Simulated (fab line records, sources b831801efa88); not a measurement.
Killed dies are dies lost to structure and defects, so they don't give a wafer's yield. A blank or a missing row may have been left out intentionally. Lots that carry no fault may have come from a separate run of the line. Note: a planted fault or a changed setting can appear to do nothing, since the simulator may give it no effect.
Split-lot study    flow sky130    route with 708 steps; 5 lots, 23 wafers read

== ON THE SPLIT ==
At SKY_VT_ADJUST_LVTN_COAT_13 (resist thk 1140 nm), the setting spinRpm was moved away from the recipe's 3000 rpm on 5 of the 23 wafers read, by -2.2% to +3.2%. The other wafers ran this setting at the recipe's value.

Reading taken at the split's own step.

== THE READING ==
NOVOLAK_of_VT_ADJUST_LVTN_COAT_13.thkNm (the simulator's own value, which no gauge read), in nm, at SKY_VT_ADJUST_LVTN_COAT_13 (resist thk 1140 nm). There is no usual value for it anywhere in the file. Across the 18 wafers here that went through the recipe, the average is 1142 nm and the standard deviation 3 nm.

wafer   tool, chamber at the split  spinRpm as run, rpm  against the recipe  NOVOLAK_of_VT_ADJUST_LVTN_COAT_13.thkNm, nm  against lot-mates on the recipe
L076.2  lithoTrack-02, 0            3000                 recipe              1147                                         -
L076.3  lithoTrack-02, 0            3000                 recipe              1146                                         -
L076.4  lithoTrack-02, 0            3000                 recipe              1144                                         -
L080.1  lithoTrack-04, 0            3000                 recipe              1144                                         -
L080.6  lithoTrack-04, 0            3000                 recipe              1144                                         -
L080.2  lithoTrack-04, 0            3000                 recipe              1140                                         -
L080.3  lithoTrack-04, 0            2934                 -2.2%               1159                                         +16
L080.4  lithoTrack-04, 0            2934                 -2.2%               1158                                         +15
L081.1  lithoTrack-02, 0            3000                 recipe              1136                                         -
L081.2  lithoTrack-02, 0            3000                 recipe              1142                                         -
L081.4  lithoTrack-02, 0            3000                 recipe              1142                                         -
L081.3  lithoTrack-02, 0            3000                 recipe              1148                                         -
L081.5  lithoTrack-02, 0            3000                 recipe              1140                                         -
L082.1  lithoTrack-02, 0            3096                 +3.2%               1125                                         -16
L082.2  lithoTrack-02, 0            3096                 +3.2%               1126                                         -14
L082.3  lithoTrack-02, 0            3000                 recipe              1140                                         -
L082.4  lithoTrack-02, 0            3000                 recipe              1141                                         -
L082.6  lithoTrack-02, 0            3096                 +3.2%               1119                                         -22
L083.2  lithoTrack-04, 0            3000                 recipe              1142                                         -
L083.3  lithoTrack-04, 0            3000                 recipe              1140                                         -
L083.6  lithoTrack-04, 0            3000                 recipe              1140                                         -
L083.4  lithoTrack-04, 0            3000                 recipe              1139                                         -
L083.5  lithoTrack-04, 0            3000                 recipe              1139                                         -

FIT RESULTS
A straight line over all 23 wafers: NOVOLAK_of_VT_ADJUST_LVTN_COAT_13.thkNm changes by -6.28 nm for each +1% of spinRpm; r = -0.94; the points scatter about the line by 3.2 nm.
The same after taking each lot's own level away (the mean of its wafers on the recipe; 23 wafers): -5.86 nm for each +1%; r = -0.95; scatter 2.6 nm.
On that fit, the largest move of spinRpm shifts the reading by 19 nm.
Measured against the standard deviation above, the lots' own levels, which go from 1140.0 to 1145.7 nm, span 1.9 times it.
Hence the lot-to-lot level has little effect on the slope; both slopes agree.
Check: for one of the wafers moved furthest among these (+3.2%), held out of the fit, the line's prediction against its lot-mates is -19.3 nm. Against them it came out at -15.5 nm.

== FURTHER SPLITS ON THESE WAFERS ==
Before the reading, these wafers also passed through other splits. Each is held against what the fit with the lots' levels taken away leaves over:
other split on the same wafers              wafers away from the commonest value  r with NOVOLAK_of_VT_ADJUST_LVTN_COAT_13.thkNm (lot level and that fit taken away)
SKY_FIELD_ISO_CVD_03 pressureMtorr          10                                    +0.12
SKY_FIELD_ISO_WET_ETCH_30 timeS             15                                    +0.05
SKY_PWDE_SOFTBAKE_03 tempC                  11                                    -0.13
SKY_NWELL_SOFTBAKE_06 tempC                 5                                     +0.40
SKY_NWELL_IMPLANT_11 doseCm2                2                                     -0.01
SKY_VT_ADJUST_HVTP_DEVELOP_06 developTimeS  8                                     +0.00
SKY_VT_ADJUST_HVTP_STRIP_10 pressureMtorr   18                                    -0.07

== THE WHOLE CHAIN: every reading that the file lists as answering this split, in the file's order ==
step                         what it does        reading                                                                                   change (the file's fit)               r (the file's)
SKY_VT_ADJUST_LVTN_COAT_13   resist thk 1140 nm  NOVOLAK_of_VT_ADJUST_LVTN_COAT_13.thkNm (the simulator's own value, which no gauge read)  -5.86 nm for each +1% of the setting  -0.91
SKY_VT_ADJUST_LVTN_STRIP_20  strips in O2/N2     stripTimeToEndpointS                                                                      withheld for each +1% of the setting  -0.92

== FILE'S OWN FIT ==
NOVOLAK_of_VT_ADJUST_LVTN_COAT_13.thkNm changes by -5.86 nm for each +1% of spinRpm, r = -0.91.
